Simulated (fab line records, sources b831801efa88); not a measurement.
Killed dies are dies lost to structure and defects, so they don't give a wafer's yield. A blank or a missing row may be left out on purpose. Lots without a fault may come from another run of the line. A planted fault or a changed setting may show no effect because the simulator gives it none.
Which tool did it? | flow gf180mcu | 11 lots, 33 wafers sampled, at 5 steps of a route of 602

WHAT THE GAUGES READ, wafer by wafer
GF_V5_THK_MEAS_03.
lot  | measured     | on            | V5_CVD_02_THK (nm)
L481 | day 26 06:37 | film_metro-04 | 1449 1419 1481
L482 | day 26 16:19 | film_metro-02 | 1436 1430 1449
L483 | day 27 03:16 | film_metro-04 | 1425 1448 1476
L484 | day 27 06:49 | film_metro-01 | 1435 1472 1436
L489 | day 29 04:24 | film_metro-02 | 1439 1447 1444
L490 | day 29 08:31 | film_metro-04 | 1438 1467 1467
L494 | day 30 12:05 | film_metro-01 | 1462 1475 1464
L495 | day 30 20:44 | film_metro-04 | 1448 1448 1446
L496 | day 31 05:35 | film_metro-04 | 1436 1451 1464
L500 | day 31 21:01 | film_metro-01 | 1451 1428 1448
L504 | day 32 21:59 | film_metro-02 | 1434 1436 1463

GF_V5_CD_MEAS_14: target cd 260 nm.
lot  | measured     | on        | cd_nm (nm)
L481 | day 27 02:44 | cd_sem-02 | 259.0 258.3 258.6
L482 | day 27 12:43 | cd_sem-02 | 259.5 258.5 259.9
L483 | day 27 23:13 | cd_sem-02 | 258.2 259.9 259.7
L484 | day 28 03:02 | cd_sem-02 | 260.7 259.4 259.6
L489 | day 29 23:22 | cd_sem-01 | 260.6 261.3 259.8
L490 | day 30 03:37 | cd_sem-02 | 260.6 261.9 260.6
L494 | day 31 06:15 | cd_sem-02 | 254.8 254.4 254.3 255.0 254.4 254.3
L495 | day 31 14:49 | cd_sem-01 | 253.7 254.1 252.7 253.4 253.6 252.9
L496 | day 31 23:17 | cd_sem-01 | 260.8 260.2 259.8
L500 | day 32 18:08 | cd_sem-02 | 258.5 258.3 257.3
L504 | day 33 13:28 | cd_sem-01 | 260.4 260.8 262.2

WHICH TOOL RAN EACH LOT (tool, then ch and the chambers of the sampled wafers, then the start)
lot  | GF_MIM_SPUTTER_09            | GF_M5_STRIP_11                       | GF_V5_PEB_12
L481 | pvd_sputter-02, day 24 09:56 | plasma_asher-02 ch 0,1, day 26 05:49 | litho_track-04 ch 0, day 27 02:23
L482 | pvd_sputter-03, day 24 20:20 | plasma_asher-01 ch 0,1, day 26 15:34 | litho_track-02 ch 0, day 27 12:22
L483 | pvd_sputter-03, day 25 08:05 | plasma_asher-02 ch 0,1, day 27 02:28 | litho_track-01 ch 0, day 27 22:52
L484 | pvd_sputter-02, day 25 12:10 | plasma_asher-03 ch 1, day 27 05:58   | litho_track-04 ch 0, day 28 02:41
L489 | pvd_sputter-03, day 27 11:44 | plasma_asher-03 ch 0,1, day 29 03:37 | litho_track-04 ch 0, day 29 23:01
L490 | pvd_sputter-02, day 27 16:45 | plasma_asher-01 ch 0,1, day 29 07:46 | litho_track-02 ch 0, day 30 03:16
L494 | pvd_sputter-03, day 28 23:01 | plasma_asher-01 ch 0,1, day 30 11:21 | litho_track-02 ch 0, day 31 05:56
L495 | pvd_sputter-03, day 29 05:55 | plasma_asher-03 ch 0,1, day 30 19:58 | litho_track-02 ch 0, day 31 14:28
L496 | pvd_sputter-03, day 29 15:30 | plasma_asher-03 ch 0,1, day 31 04:49 | litho_track-01 ch 0, day 31 22:53
L500 | pvd_sputter-03, day 30 08:09 | plasma_asher-01 ch 0,1, day 31 20:16 | litho_track-01 ch 0, day 32 17:47
L504 | pvd_sputter-04, day 31 10:23 | plasma_asher-02 ch 0,1, day 32 21:15 | litho_track-04 ch 0, day 33 13:07
- GF_MIM_SPUTTER_09: material TiN, target thk 35 nm, time 29.2 s.
- GF_M5_STRIP_11: strips in O2/N2.
- GF_V5_PEB_12: peb time 90 s.

WHAT THE TOOLS THEMSELVES READ (means of the sampled wafers that have a number; where no wafer has one, the mark that the record gives instead)
GF_MIM_SPUTTER_09.
lot  | tool           | throttle_valve_pct (%)
L481 | pvd_sputter-02 | 29.0
L482 | pvd_sputter-03 | 29.8
L483 | pvd_sputter-03 | 28.9
L484 | pvd_sputter-02 | 29.4
L489 | pvd_sputter-03 | 29.9
L490 | pvd_sputter-02 | 29.5
L494 | pvd_sputter-03 | 29.8
L495 | pvd_sputter-03 | 29.1
L496 | pvd_sputter-03 | 29.8
L500 | pvd_sputter-03 | 29.7
L504 | pvd_sputter-04 | 29.7

GF_M5_STRIP_11.
lot  | tool            | drypump_motor_current_A (A) | heater_power_w (W) | n2_flow_sccm (sccm) | oes_product_au (a.u.) | strip_time_to_endpoint_s (s)
L481 | plasma_asher-02 | 6.1                         | 338                | 298.9               | 0.523                 | 7.00
L482 | plasma_asher-01 | 5.3                         | 301                | 300.3               | 0.520                 | 7.00
L483 | plasma_asher-02 | 6.1                         | 338                | 299.0               | 0.526                 | 7.07
L484 | plasma_asher-03 | 5.7                         | 376                | 300.5               | 0.517                 | 6.91
L489 | plasma_asher-03 | 5.4                         | 339                | 300.4               | 0.525                 | 7.11
L490 | plasma_asher-01 | 5.3                         | 301                | 299.4               | 0.519                 | 6.95
L494 | plasma_asher-01 | 5.3                         | 301                | 298.6               | 0.527                 | 7.06
L495 | plasma_asher-03 | 5.6                         | 358                | 300.3               | 0.528                 | 7.10
L496 | plasma_asher-03 | 5.4                         | 334                | 300.0               | 0.521                 | 7.07
L500 | plasma_asher-01 | 5.3                         | 296                | 299.1               | 0.527                 | 7.05
L504 | plasma_asher-02 | 6.1                         | 351                | 300.8               | 0.527                 | 7.11

GF_V5_PEB_12.
lot  | tool           | heater_power_total_W (W) | plate_temp_C (C)
L481 | litho_track-04 | 85.69                    | 135.02
L482 | litho_track-02 | 85.61                    | 135.28
L483 | litho_track-01 | 85.73                    | 135.03
L484 | litho_track-04 | 85.71                    | 135.08
L489 | litho_track-04 | 85.70                    | 134.93
L490 | litho_track-02 | 85.74                    | 135.01
L494 | litho_track-02 | 84.32                    | 133.20
L495 | litho_track-02 | 84.28                    | 133.23
L496 | litho_track-01 | 85.73                    | 135.07
L500 | litho_track-01 | 85.66                    | 135.05
L504 | litho_track-04 | 85.75                    | 135.18

THE ANSWER, worked out from the rows above alone
Rule: what is usual is taken from the lots themselves. Put in order of their means at a reading, lots are off if they are a third of the lots or fewer, leave a main group of 4 or more, and stand apart from it by a gap of 3 or more times the standard deviation of the main group's means; of several such gaps the widest counts. A main group whose means are all the same, to the digits that the tables above print for the reading, isn't used. A lot without any number at a reading at which 4 lots or more have one is off too. The other lots that the step has rows for count as sound. The gauges are gone through in route order, then the tools' own readings, and for those a lot's mean is taken as printed above. The first step at which some lot is off is used, and at that step the reading that is off furthest; a lot without a number counts as furthest.
Off: L494, L495, at GF_V5_CD_MEAS_14 (cd_nm). The main group: mean 259.8 nm, standard deviation 1.
A tool fits if, at a process step before that reading, it ran every lot that is off, and no sound lot after the first of them. The gauges at GF_V5_CD_MEAS_14 aren't tried: what is off there is off at GF_V5_PEB_12 too, on other tools, and a gauge's error can't cause that. One fits: litho_track-02 at GF_V5_PEB_12. Its last sound lot is L490 (day 30 03:16), its first lot that is off L494 (day 31 05:56): a fault that began between those two fits.
The tool's own readings at GF_V5_PEB_12 bear it out: on the lots that are off they differ by more than 5 times the standard deviation of the sound lots' means. heater_power_total_W reads 84.30 W there against 85.70 W on the sound lots; plate_temp_C reads 133.21 C there against 135.07 C on the sound lots.

WHAT THE SIMULATOR HAD PUT IN
Process parameter drift: litho_track-02, from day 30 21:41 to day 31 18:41, at GF_V5_PEB_12. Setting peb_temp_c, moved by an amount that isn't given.
Lots struck among those shown: L494, L495. The rule above found the same.
